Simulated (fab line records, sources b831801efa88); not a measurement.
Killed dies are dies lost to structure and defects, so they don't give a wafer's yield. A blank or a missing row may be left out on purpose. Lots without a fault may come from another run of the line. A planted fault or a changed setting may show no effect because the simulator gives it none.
Which tool did it? | flow sky130 | 14 lots, 42 wafers sampled, at 3 steps of a route of 708

WHAT THE GAUGES READ, wafer by wafer
SKY_CAP2M_THK_MEAS_04: measures by xrf.
lot  | measured     | on            | CAP2M_TIN_THK (nm)
L999 | day 39 21:34 | film_metro-02 | 198.8 198.4 196.5
L100 | day 40 02:36 | film_metro-04 | 200.3 197.6 200.9
L101 | day 40 10:50 | film_metro-04 | 201.0 201.3 201.1
L102 | day 40 14:54 | film_metro-03 | 200.0 201.6 202.6
L103 | day 41 01:41 | film_metro-02 | 199.3 196.6 195.3
L106 | day 41 23:03 | film_metro-04 | 199.8 201.3 200.4
L107 | day 42 07:27 | film_metro-03 | 205.0 202.7 203.8
L108 | day 42 20:12 | film_metro-02 | 205.6 202.4 201.0
L109 | day 42 22:19 | film_metro-03 | 196.5 197.5 199.5
L111 | day 43 05:25 | film_metro-02 | 193.8 194.5 195.7
L112 | day 43 10:49 | film_metro-03 | 205.2 203.1 203.3
L113 | day 44 01:31 | film_metro-04 | 202.2 201.2 202.6
L114 | day 44 11:09 | film_metro-02 | 203.3 201.4 202.8
L118 | day 45 04:11 | film_metro-02 | 196.7 199.5 197.9

WHICH TOOL RAN EACH LOT (tool, then ch and the chambers of the sampled wafers, then the start)
lot  | SKY_METAL4_SPUTTER_00        | SKY_METAL4_SPUTTER_02
L999 | pvd_sputter-02, day 39 21:05 | pvd_sputter-02, day 39 21:08
L100 | pvd_sputter-03, day 40 02:07 | pvd_sputter-03, day 40 02:10
L101 | pvd_sputter-02, day 40 10:22 | pvd_sputter-02, day 40 10:25
L102 | pvd_sputter-02, day 40 14:26 | pvd_sputter-02, day 40 14:29
L103 | pvd_sputter-03, day 41 01:13 | pvd_sputter-03, day 41 01:16
L106 | pvd_sputter-01, day 41 22:35 | pvd_sputter-01, day 41 22:38
L107 | pvd_sputter-01, day 42 06:59 | pvd_sputter-01, day 42 07:02
L108 | pvd_sputter-02, day 42 19:44 | pvd_sputter-02, day 42 19:47
L109 | pvd_sputter-01, day 42 21:49 | pvd_sputter-01, day 42 21:52
L111 | pvd_sputter-03, day 43 04:57 | pvd_sputter-03, day 43 04:59
L112 | pvd_sputter-03, day 43 10:21 | pvd_sputter-03, day 43 10:24
L113 | pvd_sputter-03, day 44 01:03 | pvd_sputter-03, day 44 01:06
L114 | pvd_sputter-03, day 44 10:40 | pvd_sputter-03, day 44 10:43
L118 | pvd_sputter-01, day 45 03:43 | pvd_sputter-01, day 45 03:46
- SKY_METAL4_SPUTTER_00: material Ti, target thk 15 nm, time 10 s.
- SKY_METAL4_SPUTTER_02: material AlCu, target thk 735 nm, time 39.1 s.

WHAT THE TOOLS THEMSELVES READ (means of the sampled wafers that have a number; where no wafer has one, the mark that the record gives instead)
SKY_METAL4_SPUTTER_00.
lot  | tool           | throttle_valve_pct (%)
L999 | pvd_sputter-02 | 31.5
L100 | pvd_sputter-03 | 31.3
L101 | pvd_sputter-02 | 30.7
L102 | pvd_sputter-02 | 31.4
L103 | pvd_sputter-03 | 30.7
L106 | pvd_sputter-01 | 30.7
L107 | pvd_sputter-01 | 29.9
L108 | pvd_sputter-02 | 30.6
L109 | pvd_sputter-01 | 30.6
L111 | pvd_sputter-03 | 32.0
L112 | pvd_sputter-03 | 31.2
L113 | pvd_sputter-03 | 31.3
L114 | pvd_sputter-03 | 30.8
L118 | pvd_sputter-01 | 29.9

SKY_METAL4_SPUTTER_02.
lot  | tool           | throttle_valve_pct (%)
L999 | pvd_sputter-02 | 31.3
L100 | pvd_sputter-03 | 31.2
L101 | pvd_sputter-02 | 30.5
L102 | pvd_sputter-02 | 31.2
L103 | pvd_sputter-03 | 30.6
L106 | pvd_sputter-01 | 30.7
L107 | pvd_sputter-01 | 30.0
L108 | pvd_sputter-02 | 30.5
L109 | pvd_sputter-01 | 30.6
L111 | pvd_sputter-03 | 31.7
L112 | pvd_sputter-03 | 31.3
L113 | pvd_sputter-03 | 31.2
L114 | pvd_sputter-03 | 30.8
L118 | pvd_sputter-01 | 29.6

THE ANSWER, worked out from the rows above alone
Rule: what is usual is taken from the lots themselves. Put in order of their means at a reading, lots are off if they are a third of the lots or fewer, leave a main group of 4 or more, and stand apart from it by a gap of 3 or more times the standard deviation of the main group's means; of several such gaps the widest counts. A main group whose means are all the same, to the digits that the tables above print for the reading, isn't used. A lot without any number at a reading at which 4 lots or more have one is off too. The other lots that the step has rows for count as sound. The gauges are gone through in route order, then the tools' own readings, and for those a lot's mean is taken as printed above. The first step at which some lot is off is used, and at that step the reading that is off furthest; a lot without a number counts as furthest.
No lot is off at any reading shown: from this, nothing can be told.

WHAT THE SIMULATOR HAD PUT IN
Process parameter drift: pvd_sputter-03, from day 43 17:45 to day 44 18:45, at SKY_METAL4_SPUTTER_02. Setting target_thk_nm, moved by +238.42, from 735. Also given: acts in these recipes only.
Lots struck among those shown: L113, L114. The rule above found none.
